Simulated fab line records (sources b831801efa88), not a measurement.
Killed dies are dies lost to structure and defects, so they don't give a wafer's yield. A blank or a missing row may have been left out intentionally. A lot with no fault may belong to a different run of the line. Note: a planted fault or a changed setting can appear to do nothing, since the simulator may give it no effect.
A struck lot beside a sound one || flow sfq line || 42 steps out of a route of 325
Sound: these wafers, L681.4, L681.5, L681.6. Struck: wafers L686.1, L686.5, L686.6. At the end, the cause is stated.
For every step that has rows: the tool of each side, followed by ch and its chambers, followed by its first start. Under that, the readings that differ: sound wafers || struck wafers || difference of the means || sigmas: that difference in standard deviations of wafers without a fault.
alike: readings whose means differ by less than 2 such deviations, and words and numbers that are the same on both sides. not compared: withheld readings, readings that some wafer has no value for, bounds like >300 that may hide the same value, and numbers for which the record gives no deviation and whose values overlap.
A row with sigmas, a row that says differs or no value, or rows on one side alone: a step with any of these is where the two part. Numbers that don't overlap but have no deviation are shown without sigmas and don't part them. A reading that every wafer of one side lacks parts them only if that side has two wafers or more.

first, 6 steps without rows for these wafers: SFQ_TRILAYER_I0_VIA_LITHO_COAT_036 (resist thk 62 nm); SFQ_TRILAYER_I0_VIA_LITHO_COAT_031 (resist thk 650 nm); SFQ_TRILAYER_I0_VIA_LITHO_SOFTBAKE_035; SFQ_TRILAYER_I0_VIA_LITHO_EXPOSE_032 (exposes mask I0, target cd 500 nm); SFQ_TRILAYER_I0_VIA_LITHO_PEB_034 (peb time 60 s); SFQ_TRILAYER_I0_VIA_LITHO_DEVELOP_033 (time 60 s).
SFQ_I0_OVL_MEAS_908:
  sound: overlay-01 at day 11 07:07; struck: overlay-02 at day 13 13:05
  alike: I0_OVL
then, 1 step without rows for these wafers: SFQ_TRILAYER_I0_VIA_BARC_OPEN_VIA_ETCH_046 (etches BARC in O2, target depth 125 nm, time 41.7 s).
SFQ_TRILAYER_I0_VIA_ETCH_VIA_ETCH_034: etches SiO2 in CHF3, stops on Nb, target depth 260 nm.
  sound on rie diel-03 ch 2,3, day 11 07:10; struck on rie diel-01 ch 0,3, day 13 13:10
  alike: drypump motor current A, oes product au
SFQ_TRILAYER_I0_VIA_STRIP_STRIP_035: strips in O2.
  sound on rie metal-02 ch 0,1, day 11 07:29; struck on rie metal-03 ch 0,1, day 13 13:16
  alike: drypump motor current A, oes product au
  not compared: rf hours counter h
then, 2 steps without rows for these wafers: SFQ_TRILAYER_I0_VIA_STRIP_SOLV_CLEAN_036 (cleans in NMP, time 600 s); SFQ_TRILAYER_M1_DEP_PRE_CLEAN_038 (time 22.5 s).
SFQ_TRILAYER_M1_DEP_SPUTTER_037: material Nb, target thk 200 nm, time 133.3 s.
  sound: pvd sputter-05 at day 11 08:05; struck: pvd sputter-05 at day 13 14:04
{"reading": "cathode dc power W (W)", "sound": "1999.6 2000.1 1999.7", "struck": "2077.4 2077.4 2077.3", "difference": "+77.6", "sigmas": "+99 or more"}
{"reading": "model.Nb_of_TRILAYER_M1_DEP_SPUTTER_037.thk nm (nm)", "sound": "200.4 202.1 198.1", "struck": "210.3 208.3 210.4", "difference": "+9.5", "sigmas": ""}
  alike: throttle valve pct
SFQ_M1_RS_MEAS_909: measurement is done with a four-point probe.
  sound: film metro-03 at day 11 08:14; struck: film metro-03 at day 13 14:10
{"reading": "M1_NB_RS (ohm/sq)", "sound": "0.891 0.881 0.899", "struck": "0.846 0.854 0.847", "difference": -0.041, "sigmas": -2}
then, 6 steps without rows for these wafers: SFQ_TRILAYER_M1_LITHO_COAT_044 (resist thk 62 nm); SFQ_TRILAYER_M1_LITHO_COAT_039 (resist thk 600 nm); SFQ_TRILAYER_M1_LITHO_SOFTBAKE_043; SFQ_TRILAYER_M1_LITHO_EXPOSE_040 (exposes mask M1, target cd 500 nm); SFQ_TRILAYER_M1_LITHO_PEB_042 (peb time 60 s); SFQ_TRILAYER_M1_LITHO_DEVELOP_041 (time 60 s).
-- the record jumps here: 3 days lie between the struck wafers' starts before and after --
SFQ_M1_OVL_MEAS_911:
  sound: overlay-01 at day 13 20:18; struck: overlay-02 at day 16 05:47
  alike: M1_OVL
then, 1 step without rows for these wafers: SFQ_TRILAYER_M1_BARC_OPEN_METAL_ETCH_054 (etches BARC in O2, target depth 125 nm, time 41.7 s).
SFQ_TRILAYER_M1_ETCH_METAL_ETCH_042: etches Nb in Cl2/Ar, stops on SiO2, target depth 240 nm, time 120 s.
  sound on rie metal-01 ch 0, day 13 20:25; struck on rie metal-04 ch 0,1, day 16 05:53
{"reading": "oes product au (a.u.)", "sound": "0.896 0.896 0.894", "struck": "0.926 0.919 0.923", "difference": "+0.027", "sigmas": "+3"}
{"reading": "model.M1.feature depth nm (nm)", "sound": "200.4 202.1 198.1", "struck": "210.3 208.3 210.4", "difference": "+9.5", "sigmas": ""}
{"reading": "model.etch.depth nm (nm)", "sound": "200.4 202.1 198.1", "struck": "210.3 208.3 210.4", "difference": "+9.5", "sigmas": ""}
  alike: drypump motor current A
  not compared: rf hours counter h
then, 4 steps without rows for these wafers: SFQ_TRILAYER_M1_STRIP_STRIP_043 (strips in O2); SFQ_TRILAYER_M1_STRIP_SOLV_CLEAN_044 (cleans in NMP, time 600 s); SFQ_TRILAYER_I1_DEP_PECVD_045 (deposits SiO2 from SiH4/N2O, time 111.11 s, target thk 500 nm); SFQ_TRILAYER_I1_CMP_CMP_046 (polishes SiO2).
SFQ_I1_BOW_MEAS_912:
  sound: film metro-04 at day 14 05:02; struck: film metro-02 at day 16 14:06
  alike: I1_BOW
SFQ_TRILAYER_I1_METRO_MEASURE_047:
  sound: film metro-04 at day 14 05:41; struck: film metro-02 at day 16 14:13
  alike: thk nm
then, 6 steps without rows for these wafers: SFQ_TRILAYER_I1_VIA_LITHO_COAT_054 (resist thk 62 nm); SFQ_TRILAYER_I1_VIA_LITHO_COAT_049 (resist thk 650 nm); SFQ_TRILAYER_I1_VIA_LITHO_SOFTBAKE_053; SFQ_TRILAYER_I1_VIA_LITHO_EXPOSE_050 (exposes mask I1, target cd 500 nm); SFQ_TRILAYER_I1_VIA_LITHO_PEB_052 (peb time 60 s); SFQ_TRILAYER_I1_VIA_LITHO_DEVELOP_051 (time 60 s).
-- the record jumps here: 4 days lie between the struck wafers' starts before and after --
SFQ_I1_OVL_MEAS_913:
  sound: overlay-01 at day 17 20:55; struck: overlay-02 at day 20 08:27
  alike: I1_OVL
SFQ_TRILAYER_I1_VIA_BARC_OPEN_VIA_ETCH_071: etches BARC in O2, target depth 125 nm, time 41.7 s.
  sound on rie diel-03 ch 2,3, day 17 20:56; struck on rie diel-04 ch 0,1,3, day 20 08:29
  alike: drypump motor current A, oes product au
  not compared: rf hours counter h
then, 1 step without rows for these wafers: SFQ_TRILAYER_I1_VIA_ETCH_VIA_ETCH_052 (etches SiO2 in CHF3, stops on Nb, target depth 260 nm).
SFQ_TRILAYER_I1_VIA_STRIP_STRIP_053: strips in O2.
  sound on rie metal-03 ch 0,1, day 17 21:17; struck on rie metal-01 ch 0,1, day 20 08:38
  alike: drypump motor current A, oes product au
  not compared: rf hours counter h
then, 2 steps without rows for these wafers: SFQ_TRILAYER_I1_VIA_STRIP_SOLV_CLEAN_054 (cleans in NMP, time 600 s); SFQ_TRILAYER_M2_DEP_PRE_CLEAN_056 (time 22.5 s).
-- the record jumps here: 50 days lie between the struck wafers' starts before and after --
SFQ_M8_BOW_MEAS_951:
  sound: film metro-01 at day 68 23:35; struck: film metro-04 at day 70 19:01
{"reading": "model.etest.m1.ohm um", "sound": "1.795 1.774 1.809", "struck": "1.676 1.685 1.677", "difference": -0.113, "sigmas": ""}
{"reading": "model.etest.i0.link ohm", "sound": "1.976 1.935 1.98", "struck": "1.912 1.907 1.909", "difference": -0.054, "sigmas": ""}
{"reading": "model.etest.m1.ohm sq", "sound": "0.8884 0.8809 0.8986", "struck": "0.8465 0.8546 0.8461", "difference": -0.0402, "sigmas": ""}
  alike: M8_BOW

== WHERE THEY PART ==
First at SFQ_TRILAYER_M1_DEP_SPUTTER_037; last, within this record, at SFQ_TRILAYER_M1_ETCH_METAL_ETCH_042. Later steps at which nothing parts them and some readings are alike: SFQ_I1_BOW_MEAS_912, SFQ_TRILAYER_I1_METRO_MEASURE_047, SFQ_I1_OVL_MEAS_913, SFQ_TRILAYER_I1_VIA_BARC_OPEN_VIA_ETCH_071, SFQ_TRILAYER_I1_VIA_STRIP_STRIP_053, SFQ_M8_BOW_MEAS_951.

WHY: what had been put in by the simulator
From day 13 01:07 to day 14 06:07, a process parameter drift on pvd sputter-05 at SFQ_TRILAYER_M1_DEP_SPUTTER_037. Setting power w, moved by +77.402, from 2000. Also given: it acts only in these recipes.
